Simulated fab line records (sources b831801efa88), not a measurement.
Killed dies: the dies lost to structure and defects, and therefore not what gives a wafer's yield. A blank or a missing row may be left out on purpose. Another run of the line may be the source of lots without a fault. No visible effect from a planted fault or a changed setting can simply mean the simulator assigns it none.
fab line records	flow sky130
record: lots: 11	wafers: 33	last-day: 50
route steps=708 shown VIA4@660 METAL5@661 PAD_OPEN@702
lots that met no fault: from a run of the same line without faults
start-h: start of the lot's first displayed wafer, in hours after the record's first day	wait-h: how many hours have passed since the lot's step before this one	" identical to the entry in the row above	L1.1+2: a single row standing in for several wafers	- no value, or no start was given	* or withheld: withheld	< > ~ a bound
route shown NAME@n: names a module that has steps shown in the file, with the first one's number in the route	usual: mean/standard deviation taken from wafers without a fault	same: alike in all rows	chamber/n: place in a boat	sites: the reading at each site	_std_site: standard deviation across them	_edge_site: inner sites' mean taken away from outer sites' mean	radius-mm: for every site, how far away it sits from the centre of the wafer	mask NAME#n: copy n	behind: the last tool/chamber to shape the wafer	hold: the reason the lot was held/the length of the hold in hours/how it ended	device: names the non-switching transistor (n, p or np)	end of line: the same wafers' tests at the end of the route	where a step has no rows: the recipe by itself	killed: at the first sort, the dies lost to defects and structure; wafer yield is something else	map: a wafer's dies, marking killed ones x, the rest . and places with no die _
set.NAME: the setting that was run; set.NAME@STEP: the one run at that earlier step	model.NAME: the simulator's own value behind a step, which no gauge read
one table for each step of the route and one row for each wafer, over a sample of lots
services: when a tool's chamber went out of use (start-h, in hours from the record's first day, below 0 if earlier), for how many hours, and the reason
== steps ==
step: SKY_VIA4_CMP_21
recipe: stop-on: SiO2	t-overpolish-s: 25	down-force-psi: 3.5	platen-rpm: 60	target-thk-nm: 0	pad-velocity-m-s: 0.94248
usual: motor-current-A: 10.8/1.2	overpolish-run-s: 25.001/0.0095	time-to-endpoint-s: 122/5
lot.wafer	tool	chamber	start-h	wait-h	motor-current-A	overpolish-run-s	time-to-endpoint-s
L439.4	cmp-01	3	1017.83	0.2	12.1	25.005	126
L439.6	"	0	"	"	9.9	24.983	123
L439.5	"	1	"	"	10.3	25.003	135
L441.1	cmp-02	1	1033.36	0.1	10.9	25.015	114
L441.3	"	2	"	"	12.6	25.002	122
L441.4	"	3	"	"	11.1	25.003	116
L440.4	cmp-02	1	1033.90	0.0	11.1	25.009	116
L440.1	"	2	"	"	12.4	25.016	121
L440.6	"	1	"	"	11.1	25.015	113
L442.4	cmp-01	0	1042.78	0.1	9.5	24.990	121
L442.3	"	1	"	"	10.7	25.000	131
L442.6	"	3	"	"	11.5	24.996	122
L443.1	cmp-02	1	1047.44	0.1	11.2	24.986	115
L443.3	"	2	"	"	12.8	24.994	120
L443.2	"	3	"	"	11.7	25.007	120
L448.2	cmp-02	0	1076.94	0.0	9.9	24.999	120
L448.4	"	2	"	"	12.2	25.005	122
L448.5	"	1	"	"	10.9	24.994	114
L454.4	cmp-01	0	1114.38	0.2	10.4	25.007	127
L454.3	"	3	"	"	12.2	25.001	130
L454.5	"	1	"	"	10.8	24.990	130
L455.2	cmp-01	3	1115.74	0.3	11.9	24.998	128
L455.1	"	0	"	"	10.3	25.015	123
L455.4	"	1	"	"	11.0	24.981	131
L457.1	cmp-01	1	1133.52	0.4	11.1	25.018	133
L457.3	"	0	"	"	10.5	25.015	127
L457.5	"	2	"	"	9.1	25.004	125
L459.1	cmp-02	1	1149.55	0.4	10.9	25.002	114
L459.3	"	2	"	"	12.2	24.984	125
L459.6	"	1	"	"	11.2	25.022	115
L461.2	cmp-02	1	1160.64	0.1	11.2	24.995	116
L461.4	"	2	"	"	12.5	25.010	125
L461.1	"	3	"	"	11.5	25.004	124
step: SKY_METAL5_SPUTTER_00
recipe: material: Ti	target-thk-nm: 15	power-w: 3000	time-s: 10	chamber-pressure-pa: 0.4
usual: throttle-valve-pct: 30.0/0.85
lot.wafer	tool	chamber	start-h	wait-h	throttle-valve-pct
L439.4	pvd-sputter-02	-	1017.99	0.1	30.2
L439.5	"	-	"	"	27.8
L439.6	"	-	"	"	30.1
L441.1	pvd-sputter-03	-	1033.66	0.2	30.8
L441.3	"	-	"	"	30.1
L441.4	"	-	"	"	30.5
L440.1	pvd-sputter-04	-	1034.20	0.2	30.0
L440.4	"	-	"	"	28.8
L440.6	"	-	"	"	29.2
L442.3	pvd-sputter-02	-	1042.98	0.1	31.5
L442.4	"	-	"	"	28.3
L442.6	"	-	"	"	28.2
L443.1	pvd-sputter-03	-	1047.69	0.2	30.5
L443.2	"	-	"	"	30.1
L443.3	"	-	"	"	31.0
L448.2	pvd-sputter-03	-	1077.24	0.2	31.0
L448.4	"	-	"	"	28.8
L448.5	"	-	"	"	31.1
L454.3	pvd-sputter-03	-	1114.68	0.1	28.5
L454.4	"	-	"	"	30.1
L454.5	"	-	"	"	31.3
L455.1	pvd-sputter-04	-	1115.99	0.1	30.1
L455.2	"	-	"	"	30.2
L455.4	"	-	"	"	29.1
L457.1	pvd-sputter-04	-	1133.82	0.2	29.5
L457.3	"	-	"	"	30.1
L457.5	"	-	"	"	30.6
L459.1	pvd-sputter-04	-	1149.80	0.2	30.3
L459.3	"	-	"	"	30.1
L459.6	"	-	"	"	30.2
L461.1	pvd-sputter-03	-	1160.89	0.1	29.9
L461.2	"	-	"	"	30.3
L461.4	"	-	"	"	31.2
step: SKY_METAL5_DESCUM_14
recipe: chemistry: O2	source-power-w: 150	bias-power-w: 0	pressure-mtorr: 10	temp-c: 40	time-s: 11
usual: drypump-motor-current-A: 5.9/0.49	oes-product-au: 1.005/0.0084
lot.wafer	tool	chamber	start-h	wait-h	drypump-motor-current-A	oes-product-au	rf-hours-counter-h
L439.4	rie-metal-02	0	1041.32	0.1	5.5	0.997	-
L439.5	"	0	"	"	5.5	0.996	-
L439.6	"	1	"	"	5.5	1.009	-
L441.1	rie-metal-02	0	1056.43	0.1	5.5	1.004	3
L441.3	"	0	"	"	5.4	1.006	-
L441.4	"	1	"	"	5.5	1.006	-
L440.1	rie-metal-04	1	1056.74	0.1	5.9	0.986	6
L440.4	"	1	"	"	6.0	0.990	-
L440.6	"	0	"	"	6.6	1.012	-
L442.3	rie-metal-04	0	1064.84	0.1	6.6	1.015	-
L442.4	"	1	"	"	5.9	1.006	-
L442.6	"	0	"	"	6.6	1.009	-
L443.1	rie-metal-04	0	1069.31	0.1	6.6	1.011	19
L443.2	"	1	"	"	6.0	1.000	7
L443.3	"	1	"	"	5.9	0.997	-
L448.2	rie-metal-02	0	1098.53	0.1	5.5	0.996	5
L448.4	"	0	"	"	5.5	1.003	-
L448.5	"	1	"	"	5.5	1.011	-
L454.3	rie-metal-02	1	1134.02	0.1	5.5	1.016	-
L454.4	"	0	"	"	5.5	1.004	-
L454.5	"	0	"	"	5.5	1.000	-
L455.1	rie-metal-01	1	1135.21	0.1	5.1	1.012	23
L455.2	"	0	"	"	6.0	1.002	21
L455.4	"	1	"	"	5.1	1.004	-
L457.1	rie-metal-04	1	1152.64	0.1	6.0	1.010	13
L457.3	"	0	"	"	6.6	1.006	-
L457.5	"	0	"	"	6.6	1.002	-
L459.1	rie-metal-04	1	1167.96	0.1	5.9	0.982	15
L459.3	"	1	"	"	5.9	0.997	-
L459.6	"	0	"	"	6.6	1.002	-
L461.1	rie-metal-01	1	1177.03	0.1	5.1	1.011	27
L461.2	"	0	"	"	6.0	1.026	25
L461.4	"	1	"	"	5.1	1.013	-
step: SKY_PAD_OPEN_STRIP_08
recipe: chemistry: O2/N2	power-w: 1400	pressure-mtorr: 1500	platen-temp-c: withheld	overash-fraction: 0.7	o2-flow-sccm: 3000	n2-flow-sccm: 300
usual: drypump-motor-current-A: 5.93/0.29	oes-product-au: 0.663/0.0048	strip-time-to-endpoint-s: 37.01/0.1
lot.wafer	tool	chamber	start-h	wait-h	drypump-motor-current-A	oes-product-au	rf-hours-counter-h	strip-time-to-endpoint-s
L439.4	plasma-asher-02	1	1086.18	0.1	6.27	0.655	-	37.04
L439.5	"	1	"	"	6.26	0.672	-	37.02
L439.6	"	0	"	"	5.90	0.663	-	37.05
L441.1	plasma-asher-03	1	1099.94	0.1	5.43	0.668	67	37.09
L441.3	"	1	"	"	5.44	0.672	-	37.03
L441.4	"	0	"	"	6.10	0.659	-	37.08
L440.1	plasma-asher-02	1	1100.94	0.1	6.24	0.663	35	37.03
L440.4	"	1	"	"	6.26	0.663	-	37.01
L440.6	"	0	"	"	5.87	0.668	-	36.99
L442.3	plasma-asher-04	1	1107.97	0.1	6.09	0.668	-	37.08
L442.4	"	0	"	"	5.56	0.661	-	37.06
L442.6	"	1	"	"	6.08	0.656	-	37.11
L443.1	plasma-asher-02	1	1111.24	0.1	6.25	0.666	36	36.96
L443.2	"	0	"	"	5.85	0.666	36	37.01
L443.3	"	1	"	"	6.26	0.664	-	37.12
L448.2	plasma-asher-02	0	1139.40	0.1	5.88	0.659	39	36.98
L448.4	"	0	"	"	5.89	0.655	-	37.01
L448.5	"	0	"	"	5.85	0.662	-	36.92
L454.3	plasma-asher-04	1	1171.77	0.1	6.09	0.668	-	36.96
L454.4	"	0	"	"	5.59	0.667	-	37.08
L454.5	"	0	"	"	5.58	0.658	-	36.96
L455.1	plasma-asher-03	0	1173.09	0.1	6.12	0.662	72	36.93
L455.2	"	1	"	"	5.44	0.658	72	36.98
L455.4	"	0	"	"	6.13	0.663	-	37.06
L457.1	plasma-asher-02	0	1187.89	0.1	5.90	0.661	44	37.17
L457.3	"	1	"	"	6.25	0.668	-	37.23
L457.5	"	0	"	"	5.83	0.665	-	37.16
L459.1	plasma-asher-02	1	1202.29	0.1	6.26	0.660	45	37.06
L459.3	"	0	"	"	5.86	0.657	-	36.97
L459.6	"	1	"	"	6.29	0.666	-	36.99
L461.1	plasma-asher-02	1	1209.34	0.1	6.29	0.665	46	37.07
L461.2	"	0	"	"	5.86	0.655	46	36.87
L461.4	"	0	"	"	5.87	0.656	-	36.93
step: SKY_PAD_OPEN_PROBE_99
usual: defect-limited-yield: 82.8/2	killed_at_M0_to_M3: 43/6.4	killed_at_M4_up: 3.1/2	killed-at-contacts: 24/5.2	killed-at-front-end: 15/4.3	killed-at-other: 0.2/0.48	killed-dies: 85/9.7	killed-on-rim: 17/4.2	killed-open: 47/6.9	killed-short: 38/6.7	sort_bin_3_pad_short: 0.9/0.48	sort_bin_5_function: 10.3/1.6	sort_bin_6_memory: 6.1/0.97	sort-n-pass: 407/9.7	sort-yield-pct: 82.8/2
same: gross-dies: 492	killed-at-back-side: 0	sort_bin_4_leakage[%]: 0	sort_bin_8_speed[%]: 0
lot.wafer	tool	chamber	start-h	wait-h	defect-limited-yield[%]	killed_at_M0_to_M3	killed_at_M4_up	killed-at-contacts	killed-at-front-end	killed-at-other	killed-dies	killed-on-rim	killed-open	killed-short	sort_bin_3_pad_short[%]	sort_bin_5_function[%]	sort_bin_6_memory[%]	sort-n-pass	sort-yield-pct[%]
L439.4	prober-01	-	1088.57	0.2	82.5	44	3	30	9	0	86	15	49	37	0.2	11.0	6.3	406	82.5
L439.5	prober-01	-	1088.62	0.2	81.1	49	2	25	17	0	93	14	48	45	0.8	12.2	5.9	399	81.1
L439.6	prober-01	-	1088.67	0.2	81.1	47	6	23	16	1	93	19	50	43	0.2	11.8	6.9	399	81.1
L441.1	prober-02	-	1103.51	0.1	85.6	33	1	22	15	0	71	11	45	26	0.6	8.5	5.3	421	85.6
L441.3	prober-02	-	1103.61	0.2	87.2	33	1	13	16	0	63	13	31	32	0.8	7.3	4.7	429	87.2
L441.4	prober-02	-	1103.66	0.2	79.1	47	3	37	15	1	103	19	52	51	2.4	11.8	6.7	389	79.1
L440.1	prober-01	-	1103.90	0.1	80.5	53	5	27	10	1	96	25	57	39	1.6	11.8	6.1	396	80.5
L440.4	prober-01	-	1104.05	0.2	83.1	43	2	24	14	0	83	16	44	39	0.8	10.8	5.3	409	83.1
L440.6	prober-01	-	1104.15	0.2	78.3	54	2	35	15	1	107	26	61	46	1.2	14.2	6.3	385	78.3
L442.3	prober-02	-	1110.25	0.2	82.9	46	4	23	11	0	84	24	50	34	1.0	8.7	7.3	408	82.9
L442.4	prober-02	-	1110.30	0.2	80.7	53	3	25	14	0	95	18	54	41	1.0	10.6	7.7	397	80.7
L442.6	prober-02	-	1110.40	0.2	81.3	44	0	25	23	0	92	20	53	39	1.8	10.4	6.5	400	81.3
L443.1	prober-01	-	1113.49	0.1	83.5	50	0	23	8	0	81	18	55	26	1.2	11.2	4.1	411	83.5
L443.2	prober-01	-	1113.54	0.1	83.9	38	5	23	13	0	79	14	46	33	1.0	9.1	5.9	413	83.9
L443.3	prober-01	-	1113.59	0.2	81.9	46	8	25	10	0	89	19	50	39	0.8	11.2	6.1	403	81.9
L448.2	prober-01	-	1141.71	0.1	83.3	36	4	24	18	0	82	15	39	43	0.2	9.6	6.9	410	83.3
L448.4	prober-01	-	1141.81	0.2	85.4	40	3	17	12	0	72	16	38	34	1.8	8.1	4.7	420	85.4
L448.5	prober-01	-	1141.86	0.2	61.6	38	105	22	22	2	189	39	40	44	2.0	22.8	13.6	303	61.6
L454.3	prober-02	-	1174.68	0.2	83.9	35	5	31	8	0	79	19	42	37	1.2	10.8	4.1	413	83.9
L454.4	prober-02	-	1174.73	0.2	82.1	36	3	30	19	0	88	10	48	40	0.4	10.4	7.1	404	82.1
L454.5	prober-02	-	1174.78	0.2	84.6	39	3	26	8	0	76	22	45	31	0.6	8.3	6.5	416	84.6
L455.1	prober-01	-	1175.30	0.1	82.9	46	2	21	15	0	84	13	45	39	1.6	7.3	8.1	408	82.9
L455.2	prober-01	-	1175.35	0.1	84.1	35	5	21	17	0	78	12	46	32	0.6	10.0	5.3	414	84.1
L455.4	prober-01	-	1175.45	0.2	82.3	43	2	31	11	0	87	21	44	43	0.6	10.4	6.7	405	82.3
L457.1	prober-01	-	1190.10	0.1	81.7	48	2	16	23	1	90	22	44	46	0.6	12.8	4.9	402	81.7
L457.3	prober-01	-	1190.20	0.2	86.8	36	1	19	9	0	65	11	41	24	0.4	8.1	4.7	427	86.8
L457.5	prober-01	-	1190.30	0.2	82.1	55	2	21	10	0	88	18	62	26	0.8	10.4	6.7	404	82.1
L459.1	prober-01	-	1204.53	0.1	80.7	48	3	30	14	0	95	19	60	35	1.0	11.6	6.7	397	80.7
L459.3	prober-01	-	1204.63	0.2	83.5	43	5	25	8	0	81	19	44	37	1.2	10.6	4.7	411	83.5
L459.6	prober-01	-	1204.78	0.2	84.6	38	2	24	12	0	76	21	33	43	0.8	8.9	5.7	416	84.6
L461.1	prober-02	-	1211.56	0.1	87.0	35	3	16	10	0	64	11	35	29	0.2	8.1	4.7	428	87.0
L461.2	prober-02	-	1211.61	0.1	83.5	41	1	26	13	0	81	15	50	31	1.6	8.1	6.7	411	83.5
L461.4	prober-02	-	1211.71	0.2	82.7	41	1	32	11	0	85	14	50	35	1.2	8.9	7.1	407	82.7
killed by level:class
L439.4 VIA1:geometric-particle:open=10 LI_CONTACT:geometric-particle:open=9 CONTACT:geometric-particle:open=9 VIA2:geometric-particle:open=9 CONTACT:geometric-particle:short=8 METAL2:geometric-particle:short=7 VIA3:geometric-particle:open=5 POLY_GATE:geometric-particle:short=4
L439.5 VIA1:geometric-particle:open=14 CONTACT:geometric-particle:open=11 VIA3:geometric-particle:open=9 METAL2:geometric-particle:short=6 VIA3:geometric-particle:short=6 POLY_CUT:geometric-particle:short=5 CONTACT:geometric-particle:short=5 FIELD_ISO:geometric-particle:open=4
L439.6 VIA1:geometric-particle:open=13 CONTACT:geometric-particle:open=8 VIA1:geometric-particle:short=7 POLY_GATE:geometric-particle:short=5 CONTACT:geometric-particle:short=5 LI_CONTACT:geometric-particle:open=5 VIA2:geometric-particle:open=5 POLY_GATE:geometric-particle:open=4
L441.1 VIA1:geometric-particle:open=13 FIELD_ISO:geometric-particle:short=7 VIA2:geometric-particle:open=7 LI_CONTACT:geometric-particle:open=6 CONTACT:geometric-particle:open=6 CONTACT:geometric-particle:short=5 FIELD_ISO:geometric-particle:open=4 LOCAL_INTERCONNECT:geometric-particle:short=3
L441.3 VIA1:geometric-particle:open=7 VIA1:geometric-particle:short=6 FIELD_ISO:geometric-particle:short=5 SPACER:geometric-particle:short=5 VIA2:geometric-particle:open=5 LI_CONTACT:geometric-particle:open=4 METAL1:geometric-particle:short=4 VIA3:geometric-particle:open=4
L441.4 CONTACT:geometric-particle:open=10 LI_CONTACT:geometric-particle:open=8 VIA2:geometric-particle:open=8 VIA1:geometric-particle:open=7 LI_CONTACT:geometric-particle:short=7 VIA3:geometric-particle:open=7 CONTACT:geometric-particle:short=6 VIA3:geometric-particle:short=6
L440.1 VIA1:geometric-particle:open=16 CONTACT:geometric-particle:open=14 METAL2:geometric-particle:short=11 VIA3:geometric-particle:open=7 VIA2:geometric-particle:open=7 CONTACT:geometric-particle:short=6 LI_CONTACT:geometric-particle:open=5 POLY_GATE:geometric-particle:open=4
L440.4 VIA1:geometric-particle:open=10 CONTACT:geometric-particle:open=7 LI_CONTACT:geometric-particle:open=6 VIA1:geometric-particle:short=6 FIELD_ISO:geometric-particle:open=5 CONTACT:geometric-particle:short=5 VIA2:geometric-particle:open=5 LI_CONTACT:geometric-particle:short=4
L440.6 LI_CONTACT:geometric-particle:open=13 VIA1:geometric-particle:open=11 CONTACT:geometric-particle:open=9 VIA2:geometric-particle:open=9 VIA3:geometric-particle:open=9 POLY_GATE:geometric-particle:open=6 CONTACT:geometric-particle:short=6 LOCAL_INTERCONNECT:geometric-particle:short=5
L442.3 CONTACT:geometric-particle:open=13 VIA1:geometric-particle:open=9 VIA3:geometric-particle:open=9 METAL1:geometric-particle:short=8 FIELD_ISO:geometric-particle:open=5 VIA2:geometric-particle:open=5 METAL2:geometric-particle:short=4 METAL4:geometric-particle:short=4
L442.4 VIA1:geometric-particle:open=16 VIA2:geometric-particle:open=8 FIELD_ISO:geometric-particle:short=6 LI_CONTACT:geometric-particle:open=6 CONTACT:geometric-particle:open=6 METAL3:geometric-particle:short=6 CONTACT:geometric-particle:short=5 LOCAL_INTERCONNECT:geometric-particle:short=4
L442.6 VIA1:geometric-particle:open=10 POLY_GATE:geometric-particle:open=7 LOCAL_INTERCONNECT:geometric-particle:short=7 CONTACT:geometric-particle:open=7 LI_CONTACT:geometric-particle:open=5 VIA2:geometric-particle:open=5 VIA3:geometric-particle:open=5 FIELD_ISO:geometric-particle:short=4
L443.1 VIA1:geometric-particle:open=19 CONTACT:geometric-particle:open=11 VIA3:geometric-particle:open=8 VIA3:geometric-particle:short=6 LI_CONTACT:geometric-particle:open=5 METAL2:geometric-particle:short=5 POLY_GATE:geometric-particle:open=4 LI_CONTACT:geometric-particle:short=4
L443.2 CONTACT:geometric-particle:open=9 VIA1:geometric-particle:open=9 METAL1:geometric-particle:short=7 LI_CONTACT:geometric-particle:open=6 CONTACT:geometric-particle:short=6 VIA2:geometric-particle:open=5 POLY_GATE:geometric-particle:short=4 VIA3:geometric-particle:open=4
L443.3 VIA1:geometric-particle:open=11 CONTACT:geometric-particle:open=10 VIA2:geometric-particle:short=8 LI_CONTACT:geometric-particle:open=7 VIA3:geometric-particle:open=6 METAL4:geometric-particle:short=6 VIA2:geometric-particle:open=5 METAL1:geometric-particle:short=5
L448.2 LI_CONTACT:geometric-particle:open=8 VIA3:geometric-particle:open=7 VIA1:geometric-particle:short=6 CONTACT:geometric-particle:open=6 VIA1:geometric-particle:open=6 FIELD_ISO:geometric-particle:short=5 LOCAL_INTERCONNECT:geometric-particle:short=5 CONTACT:geometric-particle:short=5
L448.4 VIA3:geometric-particle:open=8 CONTACT:geometric-particle:open=7 METAL1:geometric-particle:short=6 VIA1:geometric-particle:open=6 FIELD_ISO:geometric-particle:open=4 LI_CONTACT:geometric-particle:open=4 VIA1:geometric-particle:short=4 VIA2:geometric-particle:open=4
L448.5 VIA4:unspecified=105 VIA1:geometric-particle:open=10 FIELD_ISO:geometric-particle:short=8 CONTACT:geometric-particle:short=7 METAL2:geometric-particle:short=6 CONTACT:geometric-particle:open=6 POLY_GATE:geometric-particle:open=5 LI_CONTACT:geometric-particle:open=5
L454.3 CONTACT:geometric-particle:open=10 LOCAL_INTERCONNECT:geometric-particle:short=9 VIA3:geometric-particle:open=8 LI_CONTACT:geometric-particle:open=6 METAL2:geometric-particle:short=5 VIA1:geometric-particle:open=5 VIA2:geometric-particle:open=5 VIA3:geometric-particle:short=4
L454.4 CONTACT:geometric-particle:open=10 VIA1:geometric-particle:open=10 VIA3:geometric-particle:open=8 LI_CONTACT:geometric-particle:open=7 FIELD_ISO:geometric-particle:short=6 LOCAL_INTERCONNECT:geometric-particle:short=5 CONTACT:geometric-particle:short=5 FIELD_ISO:geometric-particle:open=4
L454.5 CONTACT:geometric-particle:open=11 VIA1:geometric-particle:open=9 LI_CONTACT:geometric-particle:open=7 METAL2:geometric-particle:short=5 VIA2:geometric-particle:open=5 LI_CONTACT:geometric-particle:short=4 METAL1:geometric-particle:short=4 VIA3:geometric-particle:open=4
L455.1 VIA1:geometric-particle:open=8 VIA3:geometric-particle:open=7 POLY_GATE:geometric-particle:open=7 VIA1:geometric-particle:short=6 VIA2:geometric-particle:open=5 CONTACT:geometric-particle:short=5 CONTACT:geometric-particle:open=5 METAL2:geometric-particle:short=5
L455.2 CONTACT:geometric-particle:open=8 VIA3:geometric-particle:open=7 VIA1:geometric-particle:open=6 FIELD_ISO:geometric-particle:open=5 LI_CONTACT:geometric-particle:open=5 VIA2:geometric-particle:open=5 METAL4:geometric-particle:short=5 POLY_GATE:geometric-particle:open=4
L455.4 CONTACT:geometric-particle:open=13 VIA2:geometric-particle:open=11 CONTACT:geometric-particle:short=8 LI_CONTACT:geometric-particle:open=5 VIA1:geometric-particle:open=5 VIA2:geometric-particle:short=5 VIA3:geometric-particle:open=5 METAL3:geometric-particle:short=4
L457.1 VIA1:geometric-particle:short=10 VIA1:geometric-particle:open=9 VIA2:geometric-particle:open=8 FIELD_ISO:geometric-particle:open=7 METAL2:geometric-particle:short=7 VIA3:geometric-particle:open=6 POLY_GATE:geometric-particle:short=5 CONTACT:geometric-particle:open=5
L457.3 VIA1:geometric-particle:open=16 CONTACT:geometric-particle:short=7 CONTACT:geometric-particle:open=6 VIA3:geometric-particle:open=6 LI_CONTACT:geometric-particle:open=4 VIA1:geometric-particle:short=4 METAL2:geometric-particle:short=4 FIELD_ISO:geometric-particle:open=3
L457.5 VIA1:geometric-particle:open=18 CONTACT:geometric-particle:open=12 VIA2:geometric-particle:open=10 VIA3:geometric-particle:open=8 VIA1:geometric-particle:short=7 METAL1:geometric-particle:short=5 LI_CONTACT:geometric-particle:open=4 FIELD_ISO:geometric-particle:open=3
L459.1 LI_CONTACT:geometric-particle:open=12 VIA1:geometric-particle:open=11 CONTACT:geometric-particle:open=9 VIA2:geometric-particle:open=9 CONTACT:geometric-particle:short=8 POLY_GATE:geometric-particle:open=5 VIA1:geometric-particle:short=5 POLY_GATE:geometric-particle:short=4
L459.3 VIA1:geometric-particle:open=12 CONTACT:geometric-particle:open=9 CONTACT:geometric-particle:short=7 VIA2:geometric-particle:open=6 VIA2:geometric-particle:short=4 METAL3:geometric-particle:short=4 VIA3:geometric-particle:open=4 METAL4:geometric-particle:short=4
L459.6 VIA1:geometric-particle:open=10 LI_CONTACT:geometric-particle:open=8 CONTACT:geometric-particle:short=7 VIA2:geometric-particle:short=6 LOCAL_INTERCONNECT:geometric-particle:short=5 METAL2:geometric-particle:short=5 POLY_GATE:geometric-particle:short=4 METAL1:geometric-particle:short=4
L461.1 VIA1:geometric-particle:open=11 VIA2:geometric-particle:short=8 CONTACT:geometric-particle:open=5 LI_CONTACT:geometric-particle:short=4 FIELD_ISO:geometric-particle:open=3 CONTACT:geometric-particle:short=3 METAL1:geometric-particle:short=3 VIA2:geometric-particle:open=3
L461.2 CONTACT:geometric-particle:open=12 VIA1:geometric-particle:open=9 LI_CONTACT:geometric-particle:open=6 VIA2:geometric-particle:open=6 METAL1:geometric-particle:short=5 METAL2:geometric-particle:short=4 FIELD_ISO:geometric-particle:open=4 VIA3:geometric-particle:open=4
L461.4 CONTACT:geometric-particle:open=15 LI_CONTACT:geometric-particle:open=8 VIA3:geometric-particle:open=8 METAL2:geometric-particle:short=7 CONTACT:geometric-particle:short=5 METAL1:geometric-particle:short=5 VIA1:geometric-particle:open=5 VIA2:geometric-particle:open=5
== services ==
tool	chamber	start-h	hours	kind
rie-metal-02	-	997.21	1.5	repair
pvd-sputter-03	-	997.27	1.2	repair
cmp-02	-	1006.37	0.3	repair
cmp-02	-	1010.78	0.5	repair
rie-metal-01	-	1012.74	2.8	pm
pvd-sputter-02	-	1043.53	17.0	repair
pvd-sputter-04	-	1072.02	5.4	repair
pvd-sputter-02	-	1080.21	1.8	repair
cmp-01	-	1084.39	4.0	pm
plasma-asher-03	-	1085.22	2.8	pm
plasma-asher-03	-	1106.91	25.1	pm
rie-metal-01	-	1107.63	0.5	repair
pvd-sputter-02	-	1115.63	2.2	repair
cmp-02	-	1130.93	3.2	repair
plasma-asher-02	-	1137.31	1.7	repair
pvd-sputter-02	-	1147.49	2.5	repair
cmp-02	-	1152.91	2.4	pm
plasma-asher-04	-	1154.44	9.9	pm
rie-metal-02	-	1156.51	2.8	pm
cmp-01	-	1176.43	3.6	pm
cmp-02	-	1188.87	4.0	pm
cmp-02	-	1191.49	3.1	repair
cmp-02	-	1192.87	-	consumable-replace:conditioner
rie-metal-01	0	1207.59	2.0	repair
== key ==
first-sign: step: SKY_PAD_OPEN_PROBE_99	reading: killed_at_M4_up	direction: up	sigmas: 52	usual: 3.1	struck: 105
effect: step: SKY_PAD_OPEN_PROBE_99	reading: defect-limited-yield	direction: down	sigmas: 11	usual: 82.8	struck: 61.6
met-at SKY_VIA4_CMP_21
struck-lots L448
struck-wafers L448.5
not-acting-at SKY_METAL5_SPUTTER_00,SKY_METAL5_DESCUM_14,SKY_PAD_OPEN_STRIP_08
onset-between 1047.44 1076.94
fault: kind: chamber-particle-source	tool: cmp-02	chamber: 1	onset-h: 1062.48	steps: SKY_VIA4_CMP_21	rate-per-visit-cm2: 0.46699	end-h: 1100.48
